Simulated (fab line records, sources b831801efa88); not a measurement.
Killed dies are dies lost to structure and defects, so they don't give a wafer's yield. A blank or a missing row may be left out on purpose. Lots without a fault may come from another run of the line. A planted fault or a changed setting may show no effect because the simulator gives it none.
A struck lot beside a sound one | flow sky130 | 34 steps out of a route of 708
Sound: wafers L932.1, L932.3, L932.4. Struck: wafer L930.6. (L930.3, L930.5 of the same lot were not struck and are left out.) The cause comes at the end.
At each step with rows: each side's tool, then ch and its chambers, then its first start. Under that, the readings that differ: sound wafers | struck wafers | difference of the means | sigmas: that difference in standard deviations of wafers without a fault.
alike: readings whose means differ by less than 2 such deviations, and words and numbers that are the same on both sides. not compared: withheld readings, readings that some wafer has no value for, bounds like >300 that may hide the same value, and numbers for which the record gives no deviation and whose values overlap.
The two part at a step that has a row with sigmas, a row that says differs or no value, or rows on one side only. Numbers that don't overlap but have no deviation are shown without sigmas and don't part them. A reading that every wafer of one side lacks parts them only if that side has two wafers or more.

first, 9 steps without rows for these wafers: SKY_METAL2_DEHYDRATE_07 (time 60 s); SKY_METAL2_HMDS_08 (prime time 60 s); SKY_METAL2_COAT_09 (resist thk 60 nm); SKY_METAL2_COAT_10 (resist thk 450 nm); SKY_METAL2_SOFTBAKE_11 (time 90 s); SKY_METAL2_EXPOSE_12 (exposes mask MM2, target cd 140 nm); SKY_METAL2_PEB_13; SKY_METAL2_DEVELOP_14 (develop time 60 s); SKY_METAL2_DESCUM_17 (chemistry O2, time 8 s).
SKY_METAL2_ETCH_18: etches BARC in N2/H2, stops on SiO2, time 45.9 s, target depth 60 nm.
  sound on rie_metal-01 ch 0,1, day 38 15:43; struck on rie_metal-02 ch 0, day 37 23:29
  alike: bias_w, drypump_motor_current_A, oes_product_au, throttle_valve_pct
  not compared: rf_hours_counter_h
then, 23 steps without rows for these wafers: SKY_METAL2_METAL_ETCH_19 (etches the open film in Cl2/BCl3, stops on SiO2, target depth 360 nm, time 78 s); SKY_METAL2_STRIP_20 (strips in O2/N2); SKY_METAL2_STRIP_21 (strips in post etch residue remover, time 1200 s); SKY_METAL2_CLEAN_22 (cleans in IPA, time 180 s); SKY_METAL2_CLEAN_23 (cleans in O3/DIW); SKY_VIA2_HDPCVD_00 (deposits SiO2, target thk 1180 nm, time 196.7 s); SKY_VIA2_CMP_02 (polishes SiO2); SKY_VIA2_DEHYDRATE_04 (time 60 s); SKY_VIA2_HMDS_05 (prime time 60 s); SKY_VIA2_COAT_06 (resist thk 60 nm); SKY_VIA2_COAT_07 (resist thk 450 nm); SKY_VIA2_SOFTBAKE_08 (time 90 s); SKY_VIA2_EXPOSE_09 (exposes mask VIM2, target cd 200 nm); SKY_VIA2_PEB_10; SKY_VIA2_DEVELOP_11 (develop time 60 s); SKY_VIA2_ETCH_14 (etches BARC in N2/H2, stops on SiO2, time 45.9 s, target depth 60 nm); SKY_VIA2_ETCH_15 (etches SiO2 in C4F8/O2/Ar, stops on TiN, target depth 546 nm, time 84 s); SKY_VIA2_STRIP_16 (strips in O2/N2); SKY_VIA2_STRIP_17 (strips in post etch residue remover, time 1200 s); SKY_VIA2_CLEAN_18 (cleans in IPA, time 180 s); SKY_VIA2_CLEAN_19 (cleans in O3/DIW); SKY_VIA2_SPUTTER_20 (material TiN, target thk 20 nm, time 80 s); SKY_VIA2_CVD_21 (deposits W, target thk 420 nm, time 126.4 s).
-- the record jumps here: 10 days lie between the struck wafers' starts before and after (it left off in module VIA2 and takes up again in module PAD_OPEN, whose first step shown is number 708 of the route) --
SKY_PAD_OPEN_PROBE_99:
  sound on prober-01, day 48 11:56; struck on prober-01, day 48 02:16
  reading                               | sound             | struck | difference | sigmas
  defect_limited_yield (%)              | 82.7 85.6 82.7    | 70.1   | -13.6      | -8
  killed_at_M0_to_M3                    | 40 34 46          | 105    | +65        | +11
  killed_dies                           | 85 71 85          | 147    | +67        | +8
  sort_bin_3_pad_short (%)              | 0.8 1.2 0.4       | 5.3    | +4.5       | +11
  sort_bin_5_function (%)               | 10.4 7.3 11.2     | 16.5   | +6.9       | +5
  sort_n_pass                           | 407 421 407       | 345    | -67        | -8
  sort_yield_pct (%)                    | 82.7 85.6 82.7    | 70.1   | -13.6      | -8
  model.etest.tester.sort_n_pass        | 407 421 407       | 345    | -67        |
  model.etest.tester.sort_yield_pct (%) | 82.72 85.57 82.72 | 70.12  | -13.55     |
  model.etest.tester.sort_bin_5_pct (%) | 10.37 7.317 11.18 | 16.46  | +6.84      |
  model.etest.tester.sort_bin_3_pct (%) | 0.813 1.22 0.4065 | 5.285  | +4.472     |
  alike: killed_at_M4_up, killed_at_contacts, killed_at_front_end, killed_at_other, killed_open, killed_short, sort_bin_6_memory

WHERE THEY PART
Only at SKY_PAD_OPEN_PROBE_99, within this record.

WHY: what the simulator had put in
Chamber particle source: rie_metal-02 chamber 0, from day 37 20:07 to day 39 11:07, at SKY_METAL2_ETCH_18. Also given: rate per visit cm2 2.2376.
